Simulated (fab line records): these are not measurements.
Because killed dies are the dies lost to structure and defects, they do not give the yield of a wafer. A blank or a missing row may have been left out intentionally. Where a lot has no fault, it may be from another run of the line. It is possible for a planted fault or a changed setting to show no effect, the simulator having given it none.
Chamber matching ; flow gf180mcu ; GF_CONTACT_CMP_27 on cmp-02 has 4 sister chambers
The step polishes, stops on SiO2, t overpolish 15 s, target thk 0 nm. 4 wafers are shown with their chamber, then 8 later ones without.

EACH WAFER AND ITS CHAMBER
wafer;chamber;motor-current-A (A)
L132.3;2;10.4
L134.1;3;11.8
L134.4;0;10.5
L135.1;1;11.4

WAFERS MISSING THEIR CHAMBER
wafer;motor-current-A (A)
L135.4;10.9
L135.6;10.0
L137.1;10.1
L137.2;10.2
L137.3;10.7
L138.1;11.7
L138.3;11.6
L138.4;11.1

WHICH CHAMBER EACH ONE RAN IN
wafer;from the rows above;in truth
L135.4;can't be placed: 0 or 1 or 2 or 3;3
L135.6;can't be placed: 2 or 0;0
L137.1;can't be placed: 2 or 0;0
L137.2;can't be placed: 2 or 0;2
L137.3;can't be placed: 0 or 2 or 1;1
L138.1;can't be placed: 3 or 1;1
L138.3;can't be placed: 1 or 3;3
L138.4;can't be placed: 1 or 0 or 2 or 3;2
Placed correctly: 0 of 8. Not placeable from these rows: 8 (in 8, the candidates include the true chamber). Placed wrongly: 0.
How it was worked out, from the rows above alone: a wafer's distance from a chamber is the root of the sum, over the readings, of the square of ((its reading less the chamber's mean) divided by the reading's scatter). The wafer belongs to the nearest chamber; if the next one is less than 2 further off, it can't be placed. Each chamber's mean is taken over the wafers shown for it. The scatter: with one shown wafer a chamber, the root of the mean of the squares of how far each hidden wafer lies from its nearest shown one.
